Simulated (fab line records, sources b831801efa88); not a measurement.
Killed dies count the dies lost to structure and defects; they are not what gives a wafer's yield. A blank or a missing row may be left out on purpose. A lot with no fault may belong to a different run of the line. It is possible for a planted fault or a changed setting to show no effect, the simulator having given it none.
What tool caused it?	flow sky130	Sampling: 24 lots, 72 wafers, 5 of 708 route steps

WHAT THE GAUGES SHOWED, per wafer
SKY_LOCAL_INTERCONNECT_RS_MEAS_01: measurement is done with a four-point probe.
lot	measured	on	LOCAL_INTERCONNECT_TIN_RS (ohm/sq)
L074	day 29 13:17	film_metro-02	14.22 14.37 14.19
L075	day 29 15:01	film_metro-03	14.13 14.20 14.13
L076	day 29 17:56	film_metro-02	14.06 14.00 14.13
L077	day 30 04:47	film_metro-03	14.17 14.29 14.24
L078	day 30 11:26	film_metro-03	14.09 14.13 14.03
L079	day 30 22:14	film_metro-03	14.32 14.20 14.18
L080	day 31 01:47	film_metro-03	14.26 14.35 14.29
L081	day 31 14:22	film_metro-03	14.44 14.26 14.15
L082	day 31 23:23	film_metro-02	14.16 14.21 14.37
L083	day 32 11:37	film_metro-01	14.49 14.59 14.44
L084	day 32 12:22	film_metro-01	14.26 14.29 14.18
L085	day 32 22:38	film_metro-03	14.39 14.27 14.52
L086	day 33 05:46	film_metro-01	14.21 14.24 14.41
L087	day 34 14:55	film_metro-02	14.02 14.18 14.07
L088	day 34 15:29	film_metro-01	14.34 14.08 13.99
L089	day 34 15:52	film_metro-03	14.13 14.22 14.24
L090	day 34 16:47	film_metro-02	14.15 14.07 14.20
L091	day 34 18:22	film_metro-02	14.11 14.04 13.95
L092	day 34 20:05	film_metro-01	14.03 13.97 13.84
L093	day 34 22:13	film_metro-01	14.15 14.19 14.31
L094	day 35 09:17	film_metro-01	14.15 14.21 14.04
L095	day 35 22:13	film_metro-01	14.13 14.06 14.16
L096	day 36 10:16	film_metro-02	14.16 14.16 14.02
L097	day 36 11:23	film_metro-03	14.21 14.27 14.19

SKY_LOCAL_INTERCONNECT_THK_MEAS_02: measures by xrf.
lot	measured	on	LOCAL_INTERCONNECT_TIN_THK (nm)
L074	day 29 13:23	film_metro-02	97.3 96.1 97.8
L075	day 29 15:08	film_metro-03	98.1 97.5 98.1
L076	day 29 18:02	film_metro-02	98.0 98.4 97.8
L077	day 30 04:54	film_metro-03	97.8 97.1 97.8
L078	day 30 11:34	film_metro-03	98.6 98.0 98.8
L079	day 30 22:19	film_metro-03	97.0 97.7 97.2
L080	day 31 01:55	film_metro-03	97.7 96.6 97.1
L081	day 31 14:29	film_metro-03	95.9 97.0 97.5
L082	day 31 23:31	film_metro-02	97.3 96.6 95.8
L083	day 32 11:43	film_metro-01	96.3 95.3 96.3
L084	day 32 12:28	film_metro-01	97.4 97.2 98.4
L085	day 32 22:44	film_metro-03	96.2 97.5 95.5
L086	day 33 05:52	film_metro-01	97.3 97.5 96.4
L087	day 34 15:01	film_metro-02	98.8 98.2 98.4
L088	day 34 15:37	film_metro-01	97.2 99.0 99.6
L089	day 34 15:58	film_metro-03	98.0 96.7 97.1
L090	day 34 16:55	film_metro-02	98.2 98.6 97.8
L091	day 34 18:28	film_metro-02	98.3 98.9 99.0
L092	day 34 20:13	film_metro-01	99.4 100.0 100.9
L093	day 34 22:19	film_metro-01	98.5 98.3 97.5
L094	day 35 09:25	film_metro-01	98.3 97.5 99.1
L095	day 35 22:20	film_metro-01	98.1 98.6 98.2
L096	day 36 10:22	film_metro-02	98.2 98.0 98.4
L097	day 36 11:29	film_metro-03	97.4 97.5 98.1

SKY_LOCAL_INTERCONNECT_OVL_MEAS_12.
lot	measured	on	LOCAL_INTERCONNECT_OVL (nm)
L074	day 30 17:50	overlay-01	-9 -6 -2
L075	day 30 19:26	overlay-01	2 -2 0
L076	day 30 22:02	overlay-02	-1 6 5
L077	day 31 09:13	overlay-01	-2 -2 -3
L078	day 31 15:24	overlay-01	1 2 4
L079	day 32 01:30	overlay-01	0 -5 -4
L080	day 32 05:35	overlay-01	9 19 10
L081	day 32 17:18	overlay-02	-5 -11 -10
L082	day 33 02:08	overlay-02	-2 -1 -2
L083	day 33 15:22	overlay-02	-1 -8 -4
L084	day 33 15:42	overlay-02	-7 -6 -1
L085	day 34 02:46	overlay-02	-1 -3 3
L086	day 34 07:50	overlay-01	9 10 7
L087	day 35 17:23	overlay-02	5 -7 -4
L088	day 35 17:44	overlay-01	1 5 0
L089	day 35 17:55	overlay-02	9 6 3
L090	day 35 19:12	overlay-02	5 9 8
L091	day 35 20:47	overlay-02	3 7 -7
L092	day 35 21:35	overlay-02	6 -1 -8
L093	day 36 00:35	overlay-01	-8 -1 -2
L094	day 36 11:20	overlay-01	-4 8 7
L095	day 37 00:20	overlay-01	-7 3 -4
L096	day 37 12:56	overlay-02	2 7 6
L097	day 37 13:35	overlay-02	0 4 5

SKY_CONTACT_THK_MEAS_03.
lot	measured	on	CONTACT_HDPCVD_THK (nm)
L074	day 30 18:50	film_metro-01	567 561 560
L075	day 30 20:20	film_metro-01	560 553 557
L076	day 30 22:57	film_metro-02	561 565 561
L077	day 31 10:33	film_metro-01	565 561 555
L078	day 31 16:26	film_metro-01	569 565 560
L079	day 32 02:28	film_metro-02	560 552 552
L080	day 32 06:29	film_metro-01	563 571 559
L081	day 32 18:15	film_metro-02	557 552 545
L082	day 33 03:09	film_metro-01	567 569 574
L083	day 33 16:28	film_metro-04	560 563 557
L084	day 33 16:48	film_metro-04	563 565 563
L085	day 34 03:41	film_metro-02	558 562 555
L086	day 34 09:11	film_metro-02	567 562 561
L087	day 35 18:43	film_metro-04	553 559 565
L088	day 35 18:47	film_metro-02	572 565 566
L089	day 35 19:23	film_metro-02	563 565 559
L090	day 35 20:28	film_metro-04	564 567 567
L091	day 35 21:49	film_metro-01	550 555 554
L092	day 35 22:38	film_metro-01	564 555 565
L093	day 36 01:32	film_metro-01	563 560 559
L094	day 36 12:14	film_metro-04	573 561 567
L095	day 37 01:15	film_metro-01	561 558 566
L096	day 37 13:51	film_metro-01	552 559 555
L097	day 37 14:31	film_metro-02	563 564 562

TOOL THAT RAN EACH LOT (tool first, then ch and the chambers of the sampled wafers, then the start)
lot	SKY_SD_N_RTA_14
L074	rtp_anneal-02 ch 0, day 28 06:21
L075	rtp_anneal-01 ch 0, day 28 09:26
L076	rtp_anneal-02 ch 0, day 28 12:57
L077	rtp_anneal-01 ch 0, day 28 21:38
L078	rtp_anneal-02 ch 0, day 29 04:25
L079	rtp_anneal-01 ch 0, day 29 13:58
L080	rtp_anneal-02 ch 0, day 29 18:55
L081	rtp_anneal-01 ch 0, day 30 07:44
L082	rtp_anneal-02 ch 0, day 30 17:43
L083	rtp_anneal-01 ch 0, day 31 05:55
L084	rtp_anneal-02 ch 0, day 31 07:06
L085	rtp_anneal-01 ch 0, day 31 17:26
L086	rtp_anneal-02 ch 0, day 32 00:17
L087	rtp_anneal-01 ch 0, day 33 09:20
L088	rtp_anneal-02 ch 0, day 33 09:52
L089	rtp_anneal-01 ch 0, day 33 10:08
L090	rtp_anneal-02 ch 0, day 33 11:19
L091	rtp_anneal-01 ch 0, day 33 12:47
L092	rtp_anneal-02 ch 0, day 33 15:10
L093	rtp_anneal-01 ch 0, day 33 17:20
L094	rtp_anneal-02 ch 0, day 34 04:35
L095	rtp_anneal-01 ch 0, day 34 18:05
L096	rtp_anneal-02 ch 0, day 35 05:57
L097	rtp_anneal-01 ch 0, day 35 07:32
- SKY_SD_N_RTA_14: time 2 s.

WHAT THE TOOLS THEMSELVES READ (means of the sampled wafers that have a number; where no wafer has one, the mark that the record gives instead)
SKY_SD_N_RTA_14.
lot	tool	lamp_power_pct (%)	wafer_temp_C_max
L074	rtp_anneal-02	15.72	1078.1
L075	rtp_anneal-01	15.74	1076.7
L076	rtp_anneal-02	15.75	1077.3
L077	rtp_anneal-01	15.76	1077.7
L078	rtp_anneal-02	15.75	1077.1
L079	rtp_anneal-01	15.77	1078.7
L080	rtp_anneal-02	15.75	1078.8
L081	rtp_anneal-01	15.65	1079.6
L082	rtp_anneal-02	15.69	1077.8
L083	rtp_anneal-01	15.77	1078.6
L084	rtp_anneal-02	15.78	1078.0
L085	rtp_anneal-01	15.76	1079.2
L086	rtp_anneal-02	15.75	1078.8
L087	rtp_anneal-01	15.77	1077.8
L088	rtp_anneal-02	15.74	1079.5
L089	rtp_anneal-01	15.78	1078.1
L090	rtp_anneal-02	15.71	1077.7
L091	rtp_anneal-01	15.73	1078.2
L092	rtp_anneal-02	15.78	1077.4
L093	rtp_anneal-01	15.72	1079.0
L094	rtp_anneal-02	15.73	1079.7
L095	rtp_anneal-01	15.76	1078.2
L096	rtp_anneal-02	15.75	1078.3
L097	rtp_anneal-01	15.70	1078.5

THE ANSWER, worked out from the rows above alone
Rule: the lots themselves supply what counts as usual. The widest of any qualifying gaps counts: lots, ordered by their means at a reading, are off when they make up no more than a third of the lots, leave a main group of 4 or more, and stand apart from it by 3 or more times the standard deviation of that group's means. A main group is skipped when, at the precision printed for the reading in the tables above, its means are all equal. Also off: a lot with no number at a reading for which 4 or more lots have one. The other lots that the step has rows for count as sound. Order of review: gauges by route order, followed by the tools' own readings, for which a lot's mean as printed above is used. At the first step where some lot is off, the reading lying furthest off is the one used; lots without a number count as furthest.
No lot is off at any reading shown: from this, nothing can be told.

WHAT HAD BEEN PUT IN BY THE SIMULATOR
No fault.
